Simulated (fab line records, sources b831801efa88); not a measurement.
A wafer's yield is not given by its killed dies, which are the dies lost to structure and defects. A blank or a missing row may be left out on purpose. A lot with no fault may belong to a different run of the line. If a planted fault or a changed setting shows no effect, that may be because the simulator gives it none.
Comparing a struck lot with a sound one :: flow gf180mcu :: 15 steps out of a route of 602
Sound: the wafers L873.2, L873.3, L873.5. Struck: wafer L880.6. (L880.2, L880.5 of the same lot were not struck and are left out.) The cause comes at the end.
At each step with rows: each side's tool, then ch and its chambers, then its first start. Under that, the readings that differ: sound wafers :: struck wafers :: difference of the means :: sigmas: that difference in standard deviations of wafers without a fault.
alike: a reading whose means differ by less than 2 such deviations, as well as words and numbers matching on both sides. not compared: withheld readings; readings where some wafer has no value; bounds like >300 that might hide an equal value; numbers whose values overlap and for which the record gives no deviation.
The two part at a step that has a row with sigmas, a row that says differs or no value, or rows on one side only. Numbers that don't overlap but have no deviation are shown without sigmas and don't part them. Lack of a reading on every wafer of one side parts them only where that side has two or more wafers.

GF_MIM_SPUTTER_07: material TiN, target thk 60 nm, time 50 s.
  sound on pvdSputter-03 at day 26 04:15; struck on pvdSputter-03 at day 28 07:22
  alike: cathodeDcPowerW, throttleValvePct
GF_MIM_SPUTTER_08: material AlCu, target thk 200 nm, time 10.6 s.
  sound on pvdSputter-03 at day 26 04:17; struck on pvdSputter-03 at day 28 07:25
  alike: cathodeDcPowerW, throttleValvePct
GF_MIM_SPUTTER_09: material TiN, target thk 35 nm, time 29.2 s.
  sound on pvdSputter-03 at day 26 04:19; struck on pvdSputter-03 at day 28 07:26
  alike: cathodeDcPowerW, throttleValvePct
GF_MIM_RS_MEAS_10: measurement is done with a four-point probe.
  sound on filmMetro-02 at day 26 04:22; struck on filmMetro-02 at day 28 07:29
  alike: MIM_ALCU_RS
GF_MIM_THK_MEAS_11: measures by xrf.
  sound on filmMetro-02 at day 26 04:29; struck on filmMetro-02 at day 28 07:36
  alike: MIM_ALCU_THK
then, 7 steps without rows for these wafers: GF_MIM_DEHYDRATE_12 (time 60 s); GF_MIM_HMDS_13 (prime time 60 s); GF_MIM_COAT_14 (resist thk 1000 nm); GF_MIM_SOFTBAKE_15 (time 60 s); GF_MIM_EXPOSE_16 (exposes mask FuseTop, target cd 2000 nm); GF_MIM_PEB_17; GF_MIM_DEVELOP_18 (develop time 60 s).
GF_MIM_METAL_ETCH_19: etches the open film in Cl2/BCl3, stops on Si3N4, target depth 324.5 nm, time 54.1 s.
  sound on rieMetal-01 ch 0,1, day 27 00:54; struck on rieMetal-01 ch 0, day 29 01:23
reading: biasW (W)
sound: 140.3 139.7 140.2
struck: 136.3
difference: -3.8
sigmas: -9
  alike: bcl3FlowSccm, drypumpMotorCurrentA, oesProductAu, throttleValvePct
  not compared: rfHoursCounterH
GF_MIM_STRIP_20: strips in O2/N2.
  sound on plasmaAsher-04 ch 0,1, day 27 00:58; struck on plasmaAsher-02 ch 1, day 29 01:28
reading: o2FlowSccm (sccm)
sound: 2997 2999 2996
struck: 3029
difference: +32
sigmas: +4

reading: stripTimeToEndpointS (s)
sound: 11.19 11.31 11.19
struck: 11.34
difference: +0.11
sigmas: +2
  alike: drypumpMotorCurrentA, heaterPowerW, oesProductAu
  not compared: rfHoursCounterH
-- the record jumps here: 3 days lie between the struck wafers' starts before and after (it left off in module MIM and takes up again in module PASSIVATION, whose first step shown is number 602 of the route) --
GF_PASSIVATION_PROBE_99:
  rows exist in the record for the struck wafers here (prober-02, day 32 08:55), but not for the sound ones

== WHERE THEY PART ==
Earliest at GF_MIM_METAL_ETCH_19; latest, in this record, at GF_PASSIVATION_PROBE_99.

WHY: what the simulator had put in
rieMetal-01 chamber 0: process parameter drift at GF_MIM_METAL_ETCH_19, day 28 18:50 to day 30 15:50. The setting biasW was moved by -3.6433, starting from 140. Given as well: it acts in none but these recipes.
